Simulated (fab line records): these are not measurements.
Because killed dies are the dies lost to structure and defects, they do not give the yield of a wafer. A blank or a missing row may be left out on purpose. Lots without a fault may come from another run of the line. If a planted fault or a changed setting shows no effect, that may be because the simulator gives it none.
A lot that was struck, set against a sound lot | flow sky130 | 15 out of 708 route steps
Sound: these wafers, L662.1, L662.3, L662.6. Struck: wafers L668.2, L668.4, L668.6. The cause comes at the end.
Each step with rows lists, per side, the tool, then ch with its chambers, then its first start. Under that, the readings that differ: sound wafers | struck wafers | difference of the means | sigmas: that difference in standard deviations of wafers without a fault.
alike: words and numbers the same on both sides, and readings whose means are apart by under 2 such deviations; not compared: readings that were withheld, readings missing a value for some wafer, numbers with overlapping values and no deviation given by the record, and bounds like >300 which may hide the same value.
Wherever a step has rows on one side only, a row that says differs or no value, or a row with sigmas, the two part there. Non-overlapping numbers with no deviation appear without sigmas and do not part them. Lack of a reading on every wafer of one side parts them only where that side has two or more wafers.

first, 6 steps without rows for these wafers: SKY_LDD_N_IMPLANT_10; SKY_LDD_N_IMPLANT_11; SKY_LDD_N_IMPLANT_12; SKY_LDD_N_IMPLANT_13; SKY_LDD_N_IMPLANT_14; SKY_LDD_N_IMPLANT_15.
SKY_LDD_N_STRIP_16: strips in O2/N2.
  sound on plasma asher-01 ch 0, day 21 07:36; struck on plasma asher-03 ch 0,1, day 23 21:03
  alike: drypump motor current A, oes product au, strip time to endpoint s
  not compared: rf hours counter h
SKY_LDD_N_TW_MEAS_17:
  sound on film metro-04, day 21 07:42; struck on film metro-04, day 23 21:10
  alike: LDD_N_TW
then, 4 steps without rows for these wafers: SKY_LDD_P_DEHYDRATE_00 (time 60 s); SKY_LDD_P_HMDS_01 (prime time 60 s); SKY_LDD_P_COAT_02 (resist thk 1140 nm); SKY_LDD_P_SOFTBAKE_03 (time 60 s).
SKY_LDD_P_EXPOSE_04: exposes mask PSDM, target cd 380 nm.
  sound on iline stepper-01 ch 0, day 21 22:48; struck on iline stepper-02 ch 0, day 24 12:02
  reading                       | sound                   | struck            | difference | sigmas
  model.LDD_P.overlay x nm (nm) | -0.4818 -0.4818 -0.4818 | 3.058 3.058 3.058 | +3.540     |
  alike: mask
following that, these wafers have no rows for 1 step: SKY_LDD_P_PEB_05.
-- the record jumps here: 25 days lie between the struck wafers' starts before and after (it left off in module LDD_P and takes up again in module PAD_OPEN, whose first step shown is number 708 of the route) --
SKY_PAD_OPEN_PROBE_99:
  sound on prober-01, day 48 03:38; struck on prober-02, day 49 14:38
  reading            | sound    | struck   | difference | sigmas
  killed at contacts | 12 22 22 | 36 30 28 | +13        | +2
  alike: killed_at_M0_to_M3, killed_at_M4_up, killed at front end, killed at other, killed dies, killed open, killed short

== WHERE THEY PART ==
Only at SKY_PAD_OPEN_PROBE_99, as far as this record shows.

WHY: what had been put in by the simulator
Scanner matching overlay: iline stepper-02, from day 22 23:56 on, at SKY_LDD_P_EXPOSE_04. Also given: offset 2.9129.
